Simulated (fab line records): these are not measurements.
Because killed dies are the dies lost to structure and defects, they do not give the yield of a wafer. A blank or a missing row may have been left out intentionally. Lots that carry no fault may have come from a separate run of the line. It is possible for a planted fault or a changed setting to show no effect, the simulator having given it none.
Which tool was responsible? / flow gf180mcu / 12 lots (36 wafers sampled), 1 step of a 602-step route

## WHAT THE GAUGES SHOWED, per wafer
GF_V5_RS_MEAS_24: measures by four-point-probe.
lot=L230; measured=day 27 06:05; on=film_metro-01; V5_W_RS (ohm/sq)=0.3291 0.3264 0.3263
lot=L233; measured=day 28 04:19; on=film_metro-03; V5_W_RS (ohm/sq)=0.3247 0.3268 0.3276
lot=L234; measured=day 28 09:23; on=film_metro-02; V5_W_RS (ohm/sq)=0.3289 0.3284 0.3299
lot=L238; measured=day 29 19:05; on=film_metro-03; V5_W_RS (ohm/sq)=0.3218 0.3250 0.3266
lot=L241; measured=day 30 18:09; on=film_metro-03; V5_W_RS (ohm/sq)=0.3260 0.3272 0.3293
lot=L245; measured=day 31 12:35; on=film_metro-02; V5_W_RS (ohm/sq)=0.3245 0.3272 0.3253
lot=L246; measured=day 31 23:53; on=film_metro-03; V5_W_RS (ohm/sq)=0.3286 0.3263 0.3287
lot=L247; measured=day 32 02:29; on=film_metro-03; V5_W_RS (ohm/sq)=0.3281 0.3284 0.3272
lot=L248; measured=day 32 10:49; on=film_metro-01; V5_W_RS (ohm/sq)=0.3273 0.3280 0.3260
lot=L249; measured=day 32 16:26; on=film_metro-01; V5_W_RS (ohm/sq)=0.3228 0.3251 0.3250
lot=L251; measured=day 33 02:37; on=film_metro-01; V5_W_RS (ohm/sq)=0.3280 0.3282 0.3276
lot=L253; measured=day 33 17:35; on=film_metro-01; V5_W_RS (ohm/sq)=0.3267 0.3289 0.3263

## WHICH TOOL RAN EACH LOT (tool, then ch and the chambers of the sampled wafers, then the start)
The record holds no process step before these readings.

## AS READ BY THE TOOLS THEMSELVES (means over the sampled wafers that have a number; for cases with no such wafer, the mark the record gives instead)
The record holds no such reading with a usual standard deviation.

## THE ANSWER, worked out from the rows above alone
Rule: usual is defined by the lots themselves. The widest of any qualifying gaps counts: lots, ordered by their means at a reading, are off when they make up no more than a third of the lots, leave a main group of 4 or more, and stand apart from it by 3 or more times the standard deviation of that group's means. The tables above print the reading to a certain number of digits; a main group whose means all agree to those digits is not used. Also off: a lot with no number at a reading for which 4 or more lots have one. All remaining lots with rows at the step are treated as sound. Order of review: gauges by route order, followed by the tools' own readings, for which a lot's mean as printed above is used. At the first step where some lot is off, the reading lying furthest off is the one used; lots without a number count as furthest.
None of the lots is off at any reading shown; this tells nothing.

## WHAT THE SIMULATOR PUT IN
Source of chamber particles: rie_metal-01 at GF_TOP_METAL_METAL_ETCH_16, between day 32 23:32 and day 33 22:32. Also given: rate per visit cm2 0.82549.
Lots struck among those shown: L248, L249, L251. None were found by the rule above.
